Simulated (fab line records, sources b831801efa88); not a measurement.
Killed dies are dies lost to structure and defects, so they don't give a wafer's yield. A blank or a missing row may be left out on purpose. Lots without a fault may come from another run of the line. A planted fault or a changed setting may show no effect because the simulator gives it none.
One fault seen from 2 desks | flow sky130 | each desk has only its own numbers; what lay behind them comes last

THE TOOL OWNER'S DESK: hdpcvd-02
The tool's own readings at SKY_CONTACT_HDPCVD_02 (deposits SiO2, target thk 565 nm, time 94.2 s): means of the sampled wafers that have a number, for each lot that ran on this tool. A lot is out of limits, marked OUT, if its mean lies more than 4 standard deviations from the usual mean; the brackets give that distance.
Columns: A = sih4_flow_sccm at SKY_CONTACT_HDPCVD_02, usual 59.98 sccm
lot  | first seen here | A
L219 | day 32 01:02    | 59.91
L220 | day 32 03:04    | 60.05
L222 | day 32 16:23    | 59.87
L223 | day 33 04:28    | 60.12
L225 | day 33 07:41    | 55.90 (-23) OUT
L226 | day 34 21:06    | 55.91 (-23) OUT
L236 | day 37 04:40    | 60.03
L238 | day 37 14:59    | 60.15
This desk's finding: out of limits on L225, L226; first on L225, day 33 07:41 (sih4_flow_sccm at SKY_CONTACT_HDPCVD_02). In limits: L219, L220, L222, L223, L236, L238.

THE METROLOGY DESK
What the gauges read, lot by lot, whatever tool the lot ran on: means of the sampled wafers that have a number. A lot is out of limits, marked OUT, if its mean lies more than 4 standard deviations from the usual mean; the brackets give that distance.
Columns: A = CONTACT_HDPCVD_THK at SKY_CONTACT_THK_MEAS_03, usual 563 nm
lot  | first seen here | A
L215 | day 30 18:31    | 562
L216 | day 30 19:58    | 557
L219 | day 32 01:07    | 560
L220 | day 32 03:08    | 562
L222 | day 32 16:28    | 561
L223 | day 33 04:33    | 559
L225 | day 33 07:45    | 526 (-7.5) OUT
L226 | day 34 21:10    | 526 (-7.5) OUT
L234 | day 36 08:31    | 556
L236 | day 37 04:44    | 565
L238 | day 37 15:04    | 562
This desk's finding: out of limits on L225, L226; first on L225, day 33 07:45 (CONTACT_HDPCVD_THK at SKY_CONTACT_THK_MEAS_03). In limits: L215, L216, L219, L220, L222, L223, L234, L236, L238.

PUT TOGETHER
The tool owner's desk could have raised an alarm at day 33 07:41, on L225, L226.
The metrology desk could have raised an alarm at day 33 07:45, on L225, L226.
Of the lots named, all ran SKY_CONTACT_HDPCVD_02 on hdpcvd-02.

WHAT THE SIMULATOR HAD PUT IN
Process parameter drift: hdpcvd-02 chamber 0, from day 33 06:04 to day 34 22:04, at SKY_CONTACT_HDPCVD_02. Setting sih4_flow_sccm, moved by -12, from 60. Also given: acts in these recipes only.
Lots struck among those shown: L225, L226.
Hours from the fault's start to each desk's first reading out of limits: the tool owner's desk, 2; the metrology desk, 2.
